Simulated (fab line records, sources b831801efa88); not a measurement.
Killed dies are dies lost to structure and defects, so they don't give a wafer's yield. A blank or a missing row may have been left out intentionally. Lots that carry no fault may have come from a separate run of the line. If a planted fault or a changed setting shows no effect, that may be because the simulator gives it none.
Code-filled problem report in 8D (eight disciplines) form -- flow gf180mcu -- the parts of the form that need people (team, actions taken, sign-off) are left out

== 1. WHAT WENT WRONG ==
V5_CVD_02_THK at GF_V5_THK_MEAS_03 reads a mean of 1240 nm on 9 wafers of 3 lots; wafers without a fault read 1452 nm with a standard deviation of 21. Measured from the usual mean, that is -10 standard deviations.
The first sign was on wafer L666.1 at day 31 22:15, on film_metro-03. At this step, 36 wafers from 12 lots have a number in the record. The rule behind "out" and "out of limits": a value lying over 4 standard deviations away from the usual mean. Any other wafer with a number is counted as sound.

== 2. WHAT THIS IS AND IS NOT ==
question,is,is not
which readings at this step,V5_CVD_02_THK,-
which lots,"L666, L667, L668","L652, L653, L654, L655, L657, L658, L659, L670, L671"
which wafers of those lots,all that have a number,-
read on which gauges,"film_metro-01, film_metro-03",film_metro-04
when,from day 31 22:15,"up to then (21 sound wafers); but 6 sound wafers of L670, L671 came after"

== 3. WHAT RULES OUT EACH SUSPECT ==
Counting: a tool at a process step up to the reading stays a suspect if it ran every lot that is out and no sound lot after the first of them.
- the gauge at GF_V5_THK_MEAS_03 has been ruled out. 2 gauges (film_metro-01, film_metro-03) read the wafers that are out.
- pecvd-01 at GF_V5_CVD_02 (deposits SiO2 from TEOS, target thk 1450 nm, time 163.28 s): kept. Every lot that is out went through it, starting with L666 (day 31 22:02), and after that it ran no sound lot; the last sound lot it ran before then is L652 (day 28 05:34). Its own rf_fwd_power_W readings are out on those wafers.
After counting, what remains is pecvd-01 at GF_V5_CVD_02.

== 4. THE CAUSE (what the simulator had put in) ==
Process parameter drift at GF_V5_CVD_02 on pecvd-01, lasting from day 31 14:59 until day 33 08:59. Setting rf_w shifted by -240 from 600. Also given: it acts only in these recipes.
This tool alone remained once counting was done.

== 5. SEQUENCE OF EFFECTS, ordered by route ==
One row per reading whose mean, taken over the struck wafers that have a number, lies over 3 standard deviations from the usual. Only readings for which the record gives a usual standard deviation are gone through. hours: the time from each lot's start at the first step in this table that gives one to its start at this step, as a median over the lots. sigmas: the change in usual standard deviations.
hours,step,reading,usual,on struck wafers,change,sigmas
0,GF_V5_CVD_02,rf_fwd_power_W,598.2 W,358.5,-239.7,-99 or more
0,GF_V5_THK_MEAS_03,V5_CVD_02_THK,1452 nm,1240,-212,-10
It contains these process steps:
- GF_V5_CVD_02: deposits SiO2 from TEOS, target thk 1450 nm, time 163.28 s.

== 6. WHAT WOULD HAVE CAUGHT IT SOONER ==
Counted from the fault's start at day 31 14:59, it took 7 hours until the first out-of-limits reading at a measuring or inspecting step in this record, taken at day 31 22:15.
Tool's own readings at GF_V5_CVD_02, rf_fwd_power_W: out on all struck wafers the step has rows for; an alarm limit on them would have tripped on the first.
Among the 3 lots that are out, L667, L668 began GF_V5_CVD_02 on pecvd-01 after day 31 22:15. A hold on the tool at that time would have spared those 2.
